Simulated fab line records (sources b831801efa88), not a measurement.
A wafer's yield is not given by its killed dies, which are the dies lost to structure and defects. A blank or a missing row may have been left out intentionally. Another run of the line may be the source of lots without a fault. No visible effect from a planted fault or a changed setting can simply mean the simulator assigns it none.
fab line records -- flow sfq_line
record: lots: 6, wafers: 18, last_day: 91
route steps=325 shown I3@137 M4@148 I4@163 JJ@178 M8@325
lots that met no fault: taken from a fault-free run of the same line
start_h: hours from the record's opening day to when the first of the lot's shown wafers began -- wait_h: time in hours since the lot's previous step -- " the same as in the row above -- L1.1+2: one row covering several wafers at once -- - no value, or no start was given -- * or withheld: withheld -- < > ~ a bound
route shown NAME@n: NAME is a module with steps in the file, n the number in the route of the first one -- usual: mean and standard deviation over wafers with no fault -- same: alike in all rows -- chamber/n: place in a boat -- sites: readings site by site -- _std_site: their standard deviation -- _edge_site: outer sites' mean less inner sites' -- radius_mm: how far each site lies from the wafer's centre -- mask NAME#n: copy n -- behind: the tool/chamber that last shaped the wafer -- hold: cause of the lot's hold/its duration in hours/its outcome -- device: whichever transistor did not switch (one of n, p or np) -- end of line: the tests these same wafers got at the end of their route -- a step without rows: its recipe alone -- killed: at the first sort, the dies lost to defects and structure; wafer yield is something else -- map: a wafer's dies, x killed, . not, _ none there
set.NAME: the setting that was run; set.NAME@STEP: the one run at that earlier step -- model.NAME: the simulator's own value behind a step, which no gauge read
lots at some steps of the route; a table a step, a row a wafer
services: when a tool's chamber went out of use (start_h, in hours from the record's first day, below 0 if earlier), for how many hours, and the reason
== steps ==
step: SFQ_TRILAYER_I3_VIA_LITHO_COAT_090
recipe: resist: BARC, spin_rpm: 3000, resist_thk_nm: 62
step: SFQ_TRILAYER_I3_VIA_LITHO_COAT_085
recipe: resist: KrF, spin_rpm: 3000, resist_thk_nm: 646.2
step: SFQ_TRILAYER_I3_VIA_LITHO_SOFTBAKE_089
recipe: temp_c: withheld, time_s: withheld, resist: KrF
step: SFQ_TRILAYER_I3_VIA_LITHO_EXPOSE_086
recipe: mask_id: I3, na: 0.6, source_shape: conventional, sigma_outer: 0.65, target_cd_nm: 500, dose_mj: 21.3
step: SFQ_TRILAYER_I3_VIA_LITHO_PEB_088
recipe: peb_temp_c: 115, peb_time_s: 62.31, resist: KrF
usual: chill_plate_temp_C: 22.98/0.095, plate_sensor_t_centre_C: 115.95/0.0099, plate_sensor_t_edge_C: 116.08/0.01, resist_line_temp_C: 23.00/0.089
same: peb_time_s: 62.31
lot.wafer,tool,chamber,start_h,wait_h,chill_plate_temp_C,plate_sensor_t_centre_C,plate_sensor_t_edge_C,resist_line_temp_C
L694.1,litho_track-03,0,1078.68,1.0,23.17,115.95,116.08,22.99
L694.2,litho_track-03,0,1078.68,1.0,23.05,115.96,116.08,22.99
L694.3,litho_track-03,0,1078.68,1.0,23.11,115.96,116.08,22.89
L697.1,litho_track-02,0,1095.48,1.0,22.90,115.96,116.1,23.00
L697.3,litho_track-02,0,1095.48,1.0,23.32,115.96,116.07,23.03
L697.5,litho_track-02,0,1095.48,1.0,23.03,115.95,116.08,22.93
L699.3,litho_track-01,0,1101.62,0.7,22.98,115.94,116.08,22.91
L699.4,litho_track-01,0,1101.62,0.7,22.93,115.97,116.08,23.05
L699.5,litho_track-01,0,1101.62,0.7,23.04,115.95,116.08,23.10
L701.3,litho_track-03,0,1138.66,0.7,23.03,115.96,116.08,23.17
L701.5,litho_track-03,0,1138.66,0.7,22.89,115.96,116.09,23.00
L701.6,litho_track-03,0,1138.66,0.7,23.01,115.96,116.08,23.06
L711.1,litho_track-03,0,1215.47,1.0,23.02,115.95,116.09,23.03
L711.3,litho_track-03,0,1215.47,1.0,22.93,115.94,116.07,22.91
L711.5,litho_track-03,0,1215.47,1.0,22.97,115.94,116.09,22.81
L714.1,litho_track-01,0,1241.91,1.0,22.88,115.94,116.09,22.96
L714.4,litho_track-01,0,1241.91,1.0,23.02,115.94,116.09,22.99
L714.6,litho_track-01,0,1241.91,1.0,23.13,115.94,116.09,23.02
step: SFQ_TRILAYER_I3_VIA_LITHO_DEVELOP_087
recipe: time_s: 60, resist: KrF
step: SFQ_I3_OVL_MEAS_923
usual: I3_OVL: 2/5.6
lot.wafer,tool,chamber,start_h,wait_h,I3_OVL[nm]
L694.1,overlay-01,-,1078.98,0.1,2
L694.2,overlay-01,-,1078.98,0.1,5
L694.3,overlay-01,-,1078.98,0.1,6
L697.1,overlay-01,-,1095.78,0.1,4
L697.3,overlay-01,-,1095.78,0.1,-4
L697.5,overlay-01,-,1095.78,0.1,0
L699.3,overlay-01,-,1101.89,0.1,3
L699.4,overlay-01,-,1101.89,0.1,4
L699.5,overlay-01,-,1101.89,0.1,7
L701.3,overlay-01,-,1138.92,0.1,2
L701.5,overlay-01,-,1138.92,0.1,3
L701.6,overlay-01,-,1138.92,0.1,11
L711.1,overlay-01,-,1215.77,0.1,-1
L711.3,overlay-01,-,1215.77,0.1,2
L711.5,overlay-01,-,1215.77,0.1,1
L714.1,overlay-02,-,1242.21,0.1,12
L714.4,overlay-02,-,1242.21,0.1,3
L714.6,overlay-02,-,1242.21,0.1,12
step: SFQ_TRILAYER_I3_VIA_BARC_OPEN_VIA_ETCH_121
recipe: mask_material: PR, chemistry: O2, target_depth_nm: 125, target: BARC, source_w: 500, bias_w: 80, pressure_mtorr: 30, time_s: 41.7
usual: drypump_motor_current_A: 5.9/0.51, oes_product_au: 0.685/0.0047
lot.wafer,tool,chamber,start_h,wait_h,drypump_motor_current_A,oes_product_au,rf_hours_counter_h
L694.1,rie_diel-01,3,1079.02,0.0,6.2,0.687,10
L694.2,rie_diel-01,1,1079.02,0.0,6.0,0.686,3
L694.3,rie_diel-01,2,1079.02,0.0,6.4,0.689,10
L697.1,rie_diel-04,3,1095.82,0.0,6.1,0.686,6
L697.3,rie_diel-04,2,1095.82,0.0,6.5,0.683,13
L697.5,rie_diel-04,2,1095.82,0.0,6.5,0.687,-
L699.3,rie_diel-01,1,1101.91,0.0,6.0,0.676,4
L699.4,rie_diel-01,0,1101.91,0.0,6.0,0.678,10
L699.5,rie_diel-01,3,1101.91,0.0,6.1,0.687,-
L701.3,rie_diel-04,2,1138.95,0.0,6.5,0.683,14
L701.5,rie_diel-04,2,1138.95,0.0,6.5,0.684,-
L701.6,rie_diel-04,3,1138.95,0.0,6.1,0.678,-
L711.1,rie_diel-03,1,1215.80,0.0,4.9,0.686,13
L711.3,rie_diel-03,3,1215.80,0.0,5.9,0.691,6
L711.5,rie_diel-03,0,1215.80,0.0,5.7,0.681,-
L714.1,rie_diel-03,3,1242.25,0.0,5.9,0.694,6
L714.4,rie_diel-03,2,1242.25,0.0,5.7,0.685,7
L714.6,rie_diel-03,3,1242.25,0.0,5.9,0.688,-
step: SFQ_TRILAYER_I3_VIA_ETCH_VIA_ETCH_088
recipe: target: SiO2, stop_on: Nb, mask_material: PR, taper_deg: 20, chemistry: CHF3, target_depth_nm: 260, source_w: 500, bias_w: 80, pressure_mtorr: 30, time_s: withheld
step: SFQ_TRILAYER_I3_VIA_STRIP_STRIP_089
recipe: gas: O2, power_w: 200, platen_temp_c: 40, overash_fraction: 0.65, chemistry: O2, pressure_mtorr: 50
usual: drypump_motor_current_A: 5.7/0.53, oes_product_au: 0.997/0.0093
same: overash_fraction: 0.65
lot.wafer,tool,chamber,start_h,wait_h,drypump_motor_current_A,oes_product_au,rf_hours_counter_h
L694.1,rie_metal-03,0,1079.17,-,5.5,1.003,117
L694.2,rie_metal-03,1,1079.17,-,5.2,0.991,92
L694.3,rie_metal-03,1,1079.17,-,5.2,0.981,-
L697.1,rie_metal-03,1,1095.97,-,5.2,1.000,94
L697.3,rie_metal-03,0,1095.97,-,5.5,0.990,-
L697.5,rie_metal-03,1,1095.97,-,5.3,0.998,-
L699.3,rie_metal-01,1,1102.26,-,6.6,0.986,-
L699.4,rie_metal-01,0,1102.26,-,5.5,0.996,-
L699.5,rie_metal-01,1,1102.26,-,6.5,0.983,-
L701.3,rie_metal-01,0,1139.30,-,5.5,0.993,-
L701.5,rie_metal-01,1,1139.30,-,6.6,0.973,-
L701.6,rie_metal-01,0,1139.30,-,5.5,0.998,-
L711.1,rie_metal-01,1,1215.95,-,6.6,0.984,29
L711.3,rie_metal-01,0,1215.95,-,5.5,0.994,-
L711.5,rie_metal-01,1,1215.95,-,6.6,0.995,-
L714.1,rie_metal-03,0,1242.40,-,5.4,1.008,6
L714.4,rie_metal-03,0,1242.40,-,5.5,1.008,-
L714.6,rie_metal-03,0,1242.40,-,5.5,0.990,-
step: SFQ_TRILAYER_I3_VIA_STRIP_SOLV_CLEAN_090
recipe: chemistry: NMP, temp_c: 70, time_s: 600
step: SFQ_TRILAYER_M4_DEP_PRE_CLEAN_092
recipe: gas: Ar, time_s: 22.5, bias_v: 250
step: SFQ_TRILAYER_M4_DEP_SPUTTER_091
recipe: material: Nb, base_pressure_pa: 1.33e-06, chamber_pressure_pa: 0.1333, substrate_temp_c: 20, resputter_cathode_voltage_v: 400, target_thk_nm: 200, power_w: 2000, time_s: 133.3
usual: cathode_dc_power_W: 2000.0/0.37, throttle_valve_pct: 30.4/1.1
lot.wafer,tool,chamber,start_h,wait_h,cathode_dc_power_W,throttle_valve_pct,model.Nb_of_TRILAYER_M4_DEP_SPUTTER_091.thk_nm
L694.1,pvd_sputter-05,-,1079.99,0.0,1999.9,29.8,203.5
L694.2,pvd_sputter-05,-,1079.99,0.0,2000.4,32.0,202.1
L694.3,pvd_sputter-05,-,1079.99,0.0,2000.4,31.6,201.8
L697.1,pvd_sputter-04,-,1096.78,0.0,1999.7,30.9,200.8
L697.3,pvd_sputter-04,-,1096.78,0.0,1999.6,27.9,199.4
L697.5,pvd_sputter-04,-,1096.78,0.0,2000.2,30.8,198.2
L699.3,pvd_sputter-04,-,1102.88,0.0,2159.9,31.3,217.4
L699.4,pvd_sputter-04,-,1102.88,0.0,2158.9,29.2,215.8
L699.5,pvd_sputter-04,-,1102.88,0.0,2159.3,29.2,217.3
L701.3,pvd_sputter-04,-,1139.90,0.0,2159.9,29.3,211.9
L701.5,pvd_sputter-04,-,1139.90,0.0,2160.0,31.0,213.6
L701.6,pvd_sputter-04,-,1139.90,0.0,2160.4,28.0,215.1
L711.1,pvd_sputter-05,-,1216.76,0.0,1999.5,29.7,200.3
L711.3,pvd_sputter-05,-,1216.76,0.0,2000.0,31.7,198.7
L711.5,pvd_sputter-05,-,1216.76,0.0,2000.0,30.8,200.7
L714.1,pvd_sputter-05,-,1243.22,0.0,2000.0,31.1,201.8
L714.4,pvd_sputter-05,-,1243.22,0.0,1999.9,29.7,200.9
L714.6,pvd_sputter-05,-,1243.22,0.0,1999.9,29.6,200.4
step: SFQ_M4_RS_MEAS_924
recipe: thk_meas_gauge: four-point-probe, reads: Nb_of_TRILAYER_M4_DEP_SPUTTER_091
usual: M4_NB_RS: 0.889/0.0084
lot.wafer,tool,chamber,start_h,wait_h,M4_NB_RS[ohm/sq]
L694.1,film_metro-03,-,1080.08,0.0,0.872
L694.2,film_metro-03,-,1080.08,0.0,0.880
L694.3,film_metro-03,-,1080.08,0.0,0.882
L697.1,film_metro-04,-,1096.87,0.0,0.888
L697.3,film_metro-04,-,1096.87,0.0,0.892
L697.5,film_metro-04,-,1096.87,0.0,0.899
L699.3,film_metro-01,-,1103.01,0.1,0.819
L699.4,film_metro-01,-,1103.01,0.1,0.825
L699.5,film_metro-01,-,1103.01,0.1,0.819
L701.3,film_metro-04,-,1140.03,0.1,0.840
L701.5,film_metro-04,-,1140.03,0.1,0.832
L701.6,film_metro-04,-,1140.03,0.1,0.826
L711.1,film_metro-03,-,1216.85,0.0,0.887
L711.3,film_metro-03,-,1216.85,0.0,0.893
L711.5,film_metro-03,-,1216.85,0.0,0.885
L714.1,film_metro-03,-,1243.31,0.0,0.880
L714.4,film_metro-03,-,1243.31,0.0,0.885
L714.6,film_metro-03,-,1243.31,0.0,0.887
step: SFQ_TRILAYER_M4_LITHO_COAT_098
recipe: resist: BARC, spin_rpm: 3000, resist_thk_nm: 62
step: SFQ_TRILAYER_M4_LITHO_COAT_093
recipe: resist: KrF, spin_rpm: 3000, resist_thk_nm: 600
step: SFQ_TRILAYER_M4_LITHO_SOFTBAKE_097
recipe: temp_c: withheld, time_s: withheld, resist: KrF
step: SFQ_TRILAYER_M4_LITHO_EXPOSE_094
recipe: mask_id: M4, na: 0.6, source_shape: conventional, sigma_outer: 0.65, target_cd_nm: 500, dose_mj: 14.4
step: SFQ_TRILAYER_M4_LITHO_PEB_096
recipe: peb_temp_c: 115, peb_time_s: 60, resist: KrF
step: SFQ_TRILAYER_M4_LITHO_DEVELOP_095
recipe: time_s: 60, resist: KrF
step: SFQ_M4_OVL_MEAS_926
usual: M4_OVL: 1/4.8
lot.wafer,tool,chamber,start_h,wait_h,M4_OVL[nm]
L694.1,overlay-02,-,1083.58,0.1,-5
L694.2,overlay-02,-,1083.58,0.1,1
L694.3,overlay-02,-,1083.58,0.1,1
L697.1,overlay-01,-,1100.59,0.1,-3
L697.3,overlay-01,-,1100.59,0.1,-3
L697.5,overlay-01,-,1100.59,0.1,-6
L699.3,overlay-01,-,1109.00,0.1,-6
L699.4,overlay-01,-,1109.00,0.1,2
L699.5,overlay-01,-,1109.00,0.1,1
L701.3,overlay-02,-,1151.16,0.1,-1
L701.5,overlay-02,-,1151.16,0.1,-5
L701.6,overlay-02,-,1151.16,0.1,1
L711.1,overlay-01,-,1219.34,0.1,8
L711.3,overlay-01,-,1219.34,0.1,2
L711.5,overlay-01,-,1219.34,0.1,4
L714.1,overlay-01,-,1245.74,0.1,5
L714.4,overlay-01,-,1245.74,0.1,11
L714.6,overlay-01,-,1245.74,0.1,6
step: SFQ_TRILAYER_M4_BARC_OPEN_METAL_ETCH_123
recipe: mask_material: PR, chemistry: O2, target_depth_nm: 125, target: BARC, icp_w: 600, bias_w: 80, pressure_mtorr: 10, time_s: 41.7
step: SFQ_TRILAYER_M4_ETCH_METAL_ETCH_096
recipe: target: Nb, stop_on: SiO2, mask_material: PR, chemistry: Cl2/Ar, target_depth_nm: 240, icp_w: 600, bias_w: 80, pressure_mtorr: 10, time_s: 120
usual: drypump_motor_current_A: 5.7/0.49, oes_product_au: 0.894/0.0062
lot.wafer,tool,chamber,start_h,wait_h,drypump_motor_current_A,oes_product_au,rf_hours_counter_h
L694.1,rie_metal-02,1,1083.68,0.0,5.1,0.899,122
L694.2,rie_metal-02,0,1083.68,0.0,6.3,0.896,42
L694.3,rie_metal-02,0,1083.68,0.0,6.3,0.894,-
L697.1,rie_metal-02,0,1100.68,0.0,6.3,0.899,44
L697.3,rie_metal-02,1,1100.68,0.0,5.1,0.894,-
L697.5,rie_metal-02,1,1100.68,0.0,5.1,0.890,-
L699.3,rie_metal-03,1,1109.13,0.1,5.3,0.931,-
L699.4,rie_metal-03,0,1109.13,0.1,5.5,0.936,-
L699.5,rie_metal-03,1,1109.13,0.1,5.3,0.941,-
L701.3,rie_metal-03,0,1151.28,0.1,5.5,0.922,-
L701.5,rie_metal-03,1,1151.28,0.1,5.2,0.924,-
L701.6,rie_metal-03,0,1151.28,0.1,5.5,0.930,-
L711.1,rie_metal-04,0,1219.43,0.0,6.2,0.891,39
L711.3,rie_metal-04,1,1219.43,0.0,6.2,0.889,-
L711.5,rie_metal-04,0,1219.43,0.0,6.2,0.892,-
L714.1,rie_metal-02,0,1245.84,0.0,6.3,0.907,68
L714.4,rie_metal-02,0,1245.84,0.0,6.3,0.903,-
L714.6,rie_metal-02,1,1245.84,0.0,5.1,0.894,-
step: SFQ_TRILAYER_M4_STRIP_STRIP_097
recipe: gas: O2, power_w: 200, platen_temp_c: 40, overash_fraction: 0.65, chemistry: O2, pressure_mtorr: 50
step: SFQ_TRILAYER_M4_STRIP_SOLV_CLEAN_098
recipe: chemistry: NMP, temp_c: 70, time_s: 600
step: SFQ_TRILAYER_I4_DEP_PECVD_099
recipe: material: SiO2, temp_c: 150, time_s: 111.11, pressure_torr: 2.4, rf_w: 183.3, precursor: SiH4/N2O, target_thk_nm: 500
usual: heater_power_w: 87/8.2, throttle_valve_pct: 25.3/1.4
lot.wafer,tool,chamber,start_h,wait_h,heater_power_w,throttle_valve_pct
L694.1,pecvd-02,2,1084.58,0.0,81,26.8
L694.2,pecvd-02,1,1084.58,0.0,86,26.9
L694.3,pecvd-02,1,1084.58,0.0,89,27.0
L697.1,pecvd-01,1,1101.76,0.0,98,23.4
L697.3,pecvd-01,0,1101.76,0.0,96,23.8
L697.5,pecvd-01,0,1101.76,0.0,101,23.7
L699.3,pecvd-01,1,1109.98,0.0,98,23.8
L699.4,pecvd-01,1,1109.98,0.0,102,23.8
L699.5,pecvd-01,2,1109.98,0.0,85,23.5
L701.3,pecvd-02,0,1152.16,0.0,84,25.3
L701.5,pecvd-02,1,1152.16,0.0,77,26.9
L701.6,pecvd-02,2,1152.16,0.0,85,26.1
L711.1,pecvd-01,1,1220.33,0.0,104,24.0
L711.3,pecvd-01,0,1220.33,0.0,94,24.0
L711.5,pecvd-01,0,1220.33,0.0,96,24.2
L714.1,pecvd-01,1,1246.74,0.0,91,24.1
L714.4,pecvd-01,1,1246.74,0.0,96,24.0
L714.6,pecvd-01,2,1246.74,0.0,83,23.6
step: SFQ_TRILAYER_I4_CMP_CMP_100
recipe: material: SiO2, down_force_psi: 2.921, platen_rpm: 60, pad_velocity_m_s: 0.94248
step: SFQ_I4_BOW_MEAS_927
recipe: mode: bow
usual: I4_BOW: 2/8.1
lot.wafer,tool,chamber,start_h,wait_h,I4_BOW[um]
L694.1,film_metro-04,-,1087.70,1.5,1
L694.2,film_metro-04,-,1087.70,1.5,12
L694.3,film_metro-04,-,1087.70,1.5,6
L697.1,film_metro-01,-,1105.70,2.0,0
L697.3,film_metro-01,-,1105.70,2.0,1
L697.5,film_metro-01,-,1105.70,2.0,-1
L699.3,film_metro-04,-,1115.68,1.5,5
L699.4,film_metro-04,-,1115.68,1.5,0
L699.5,film_metro-04,-,1115.68,1.5,15
L701.3,film_metro-02,-,1156.22,1.5,18
L701.5,film_metro-02,-,1156.22,1.5,10
L701.6,film_metro-02,-,1156.22,1.5,10
L711.1,film_metro-02,-,1223.41,2.0,-2
L711.3,film_metro-02,-,1223.41,2.0,3
L711.5,film_metro-02,-,1223.41,2.0,-1
L714.1,film_metro-04,-,1251.48,1.5,4
L714.4,film_metro-04,-,1251.48,1.5,11
L714.6,film_metro-04,-,1251.48,1.5,17
step: SFQ_TRILAYER_I4_METRO_MEASURE_101
step: SFQ_TRILAYER_I4_VIA_LITHO_COAT_108
recipe: resist: BARC, spin_rpm: 3000, resist_thk_nm: 62
step: SFQ_TRILAYER_I4_VIA_LITHO_COAT_103
recipe: resist: KrF, spin_rpm: 3000, resist_thk_nm: 650
step: SFQ_TRILAYER_I4_VIA_LITHO_SOFTBAKE_107
recipe: temp_c: withheld, time_s: withheld, resist: KrF
step: SFQ_TRILAYER_I4_VIA_LITHO_EXPOSE_104
recipe: mask_id: I4, na: 0.6, source_shape: conventional, sigma_outer: 0.65, target_cd_nm: 700, dose_mj: 21.3
step: SFQ_TRILAYER_I4_VIA_LITHO_PEB_106
recipe: peb_temp_c: 115, peb_time_s: 60, resist: KrF
step: SFQ_TRILAYER_I4_VIA_LITHO_DEVELOP_105
recipe: time_s: 60, resist: KrF
step: SFQ_I4_OVL_MEAS_928
usual: I4_OVL: 1/5.9
lot.wafer,tool,chamber,start_h,wait_h,I4_OVL[nm]
L694.1,overlay-02,-,1224.17,0.1,3
L694.2,overlay-02,-,1224.17,0.1,-4
L694.3,overlay-02,-,1224.17,0.1,-1
L697.1,overlay-02,-,1235.96,0.1,1
L697.3,overlay-02,-,1235.96,0.1,6
L697.5,overlay-02,-,1235.96,0.1,4
L699.3,overlay-02,-,1246.90,0.1,6
L699.4,overlay-02,-,1246.90,0.1,4
L699.5,overlay-02,-,1246.90,0.1,-2
L701.3,overlay-02,-,1280.50,0.1,-3
L701.5,overlay-02,-,1280.50,0.1,0
L701.6,overlay-02,-,1280.50,0.1,-1
L711.1,overlay-02,-,1359.72,0.1,7
L711.3,overlay-02,-,1359.72,0.1,6
L711.5,overlay-02,-,1359.72,0.1,6
L714.1,overlay-02,-,1384.92,0.1,3
L714.4,overlay-02,-,1384.92,0.1,5
L714.6,overlay-02,-,1384.92,0.1,2
step: SFQ_TRILAYER_I4_VIA_BARC_OPEN_VIA_ETCH_146
recipe: mask_material: PR, chemistry: O2, target_depth_nm: 125, target: BARC, source_w: 500, bias_w: 80, pressure_mtorr: 30, time_s: 41.7
step: SFQ_TRILAYER_I4_VIA_ETCH_VIA_ETCH_106
recipe: target: SiO2, stop_on: Nb, mask_material: PR, taper_deg: 20, chemistry: CHF3, target_depth_nm: 260, source_w: 500, bias_w: 81.01, pressure_mtorr: 30, time_s: withheld
usual: drypump_motor_current_A: 5.8/0.47, oes_product_au: 0.856/0.0051
lot.wafer,tool,chamber,start_h,wait_h,drypump_motor_current_A,oes_product_au,model.Nb_of_TRILAYER_M4_DEP_SPUTTER_091.thk_nm
L694.1,rie_diel-01,2,1224.24,0.0,6.4,0.860,203.4
L694.2,rie_diel-01,3,1224.24,0.0,6.2,0.856,202
L694.3,rie_diel-01,0,1224.24,0.0,6.0,0.849,201.7
L697.1,rie_diel-02,1,1236.04,0.0,6.0,0.858,200.7
L697.3,rie_diel-02,2,1236.04,0.0,4.7,0.852,199.3
L697.5,rie_diel-02,2,1236.04,0.0,4.7,0.859,198.1
L699.3,rie_diel-01,2,1246.96,0.0,6.5,0.856,217.3
L699.4,rie_diel-01,1,1246.96,0.0,6.0,0.850,215.7
L699.5,rie_diel-01,0,1246.96,0.0,6.0,0.859,217.2
L701.3,rie_diel-02,1,1280.56,0.0,6.0,0.849,211.8
L701.5,rie_diel-02,1,1280.56,0.0,6.0,0.857,213.5
L701.6,rie_diel-02,2,1280.56,0.0,4.7,0.857,215
L711.1,rie_diel-01,1,1359.80,0.0,6.1,0.860,200.2
L711.3,rie_diel-01,3,1359.80,0.0,6.2,0.855,198.6
L711.5,rie_diel-01,1,1359.80,0.0,6.0,0.858,200.6
L714.1,rie_diel-03,2,1385.00,0.0,5.7,0.850,201.7
L714.4,rie_diel-03,3,1385.00,0.0,5.9,0.858,200.8
L714.6,rie_diel-03,0,1385.00,0.0,5.8,0.845,200.3
step: SFQ_TRILAYER_I4_VIA_STRIP_STRIP_107
recipe: gas: O2, power_w: 200, platen_temp_c: 40, overash_fraction: 0.65, chemistry: O2, pressure_mtorr: 50
usual: drypump_motor_current_A: 5.8/0.47, oes_product_au: 1.005/0.0076
same: overash_fraction: 0.65
lot.wafer,tool,chamber,start_h,wait_h,drypump_motor_current_A,oes_product_au,rf_hours_counter_h
L694.1,rie_metal-03,0,1224.35,-,5.5,1.006,3
L694.2,rie_metal-03,1,1224.35,-,5.2,1.001,113
L694.3,rie_metal-03,0,1224.35,-,5.5,0.995,-
L697.1,rie_metal-03,0,1236.15,-,5.5,1.008,5
L697.3,rie_metal-03,0,1236.15,-,5.5,1.003,-
L697.5,rie_metal-03,1,1236.15,-,5.2,0.999,-
L699.3,rie_metal-01,1,1247.28,-,6.6,1.007,-
L699.4,rie_metal-01,0,1247.28,-,5.5,1.003,-
L699.5,rie_metal-01,1,1247.28,-,6.6,0.990,-
L701.3,rie_metal-01,1,1280.88,-,6.6,1.004,-
L701.5,rie_metal-01,0,1280.88,-,5.5,1.006,-
L701.6,rie_metal-01,1,1280.88,-,6.6,1.000,-
L711.1,rie_metal-04,0,1359.91,-,6.2,1.002,62
L711.3,rie_metal-04,1,1359.91,-,6.2,1.013,-
L711.5,rie_metal-04,0,1359.91,-,6.2,1.001,-
L714.1,rie_metal-04,0,1385.11,-,6.2,0.991,66
L714.4,rie_metal-04,0,1385.11,-,6.1,1.004,-
L714.6,rie_metal-04,0,1385.11,-,6.1,0.992,-
step: SFQ_TRILAYER_I4_VIA_STRIP_SOLV_CLEAN_108
recipe: chemistry: NMP, temp_c: 70, time_s: 600
step: SFQ_TRILAYER_JJ_TRILAYER_DEP_PRE_CLEAN_113
recipe: gas: Ar, time_s: 22.5, bias_v: 250
step: SFQ_M8_BOW_MEAS_951
recipe: mode: bow
usual: M8_BOW: 6/11
lot.wafer,tool,chamber,start_h,wait_h,M8_BOW[um],model.etest.m4.ohm_um,model.etest.i3.link_ohm,model.etest.m4.ohm_sq,model.etest.i4.link_ohm
L694.1,film_metro-02,-,1939.11,0.0,5,1.749,1.933,0.8743,2.155
L694.2,film_metro-02,-,1939.11,0.0,16,1.756,1.938,0.8802,2.16
L694.3,film_metro-02,-,1939.11,0.0,11,1.758,1.948,0.8818,2.16
L697.1,film_metro-02,-,1947.23,0.0,-8,1.771,1.951,0.886,2.152
L697.3,film_metro-02,-,1947.23,0.0,-7,1.78,1.972,0.8922,2.171
L697.5,film_metro-02,-,1947.23,0.0,-8,1.788,1.973,0.8975,2.194
L699.3,film_metro-02,-,1959.34,0.0,4,1.632,1.872,0.8185,2.08
L699.4,film_metro-02,-,1959.34,0.0,0,1.652,1.895,0.8242,2.084
L699.5,film_metro-02,-,1959.34,0.0,14,1.632,1.876,0.8187,2.09
L701.3,film_metro-02,-,1998.07,0.0,21,1.676,1.907,0.8397,2.111
L701.5,film_metro-02,-,1998.07,0.0,15,1.657,1.893,0.8328,2.109
L701.6,film_metro-02,-,1998.07,0.0,14,1.656,1.89,0.8271,2.106
L711.1,film_metro-04,-,2176.93,0.0,2,1.782,1.964,0.888,2.164
L711.3,film_metro-04,-,2176.93,0.0,9,1.796,1.976,0.8955,2.164
L711.5,film_metro-04,-,2176.93,0.0,5,1.775,1.973,0.8865,2.171
L714.1,film_metro-02,-,2185.39,0.0,16,1.76,1.957,0.8818,2.168
L714.4,film_metro-02,-,2185.39,0.0,23,1.772,1.967,0.8855,2.152
L714.6,film_metro-02,-,2185.39,0.0,29,1.777,1.973,0.8878,2.177
== services ==
tool,chamber,start_h,hours,kind
pecvd-01,-,1070.61,0.5,repair
rie_diel-01,1,1079.64,5.6,repair
rie_diel-03,-,1089.99,14.6,pm
rie_metal-02,1,1105.74,16.0,repair
rie_metal-02,0,1106.22,29.3,repair
pvd_sputter-05,-,1120.62,0.7,repair
rie_diel-03,0,1123.97,6.8,repair
rie_diel-01,3,1134.25,1.9,repair
rie_diel-01,0,1142.05,1.7,repair
rie_metal-04,0,1146.41,3.1,repair
rie_metal-01,0,1146.74,1.1,repair
rie_metal-02,0,1152.47,6.4,repair
rie_metal-03,-,1153.86,14.6,pm
rie_diel-03,1,1154.09,13.1,repair
rie_metal-03,-,1168.46,10.0,pm
rie_metal-02,1,1169.20,1.1,repair
pecvd-01,0,1181.51,4.7,repair
pecvd-01,-,1243.95,1.5,repair
pecvd-01,1,1252.28,18.4,repair
rie_diel-01,3,1260.61,10.9,repair
rie_metal-03,-,1268.83,1.4,pm
rie_metal-03,0,1272.26,9.1,repair
rie_metal-03,-,1297.81,2.5,repair
pecvd-01,1,1364.53,2.3,repair
== key ==
first_sign: step: SFQ_TRILAYER_M4_DEP_SPUTTER_091, reading: cathode_dc_power_W, direction: up, sigmas: 99+, usual: 2000.0, struck: 2159.7
effect: step: SFQ_M4_RS_MEAS_924, reading: M4_NB_RS, direction: down, sigmas: 7.3, usual: 0.889, struck: 0.827
effect: step: SFQ_TRILAYER_M4_ETCH_METAL_ETCH_096, reading: oes_product_au, direction: up, sigmas: 5.8, usual: 0.894, struck: 0.931
model_effect: step: SFQ_TRILAYER_M4_DEP_SPUTTER_091, value: Nb_of_TRILAYER_M4_DEP_SPUTTER_091.thk_nm, without: 199.2, struck: 215.2
model_effect: step: SFQ_TRILAYER_I4_VIA_ETCH_VIA_ETCH_106, value: Nb_of_TRILAYER_M4_DEP_SPUTTER_091.thk_nm, without: 199.1, struck: 215.1
model_effect: step: SFQ_M8_BOW_MEAS_951, value: etest.m4.ohm_um, without: 1.783, struck: 1.651
met_at SFQ_TRILAYER_M4_DEP_SPUTTER_091
struck_wafers L699.3,L699.4,L699.5,L701.3,L701.5,L701.6
onset_between 1096.78 1102.88
fault: kind: process_parameter_drift, tool: pvd_sputter-04, chamber: -, onset_h: 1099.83, steps: SFQ_TRILAYER_M4_DEP_SPUTTER_091, channel: power_w, offset: 159.74, shape: step, end_h: 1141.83, acts_in: these_recipes_only, stated: 2000
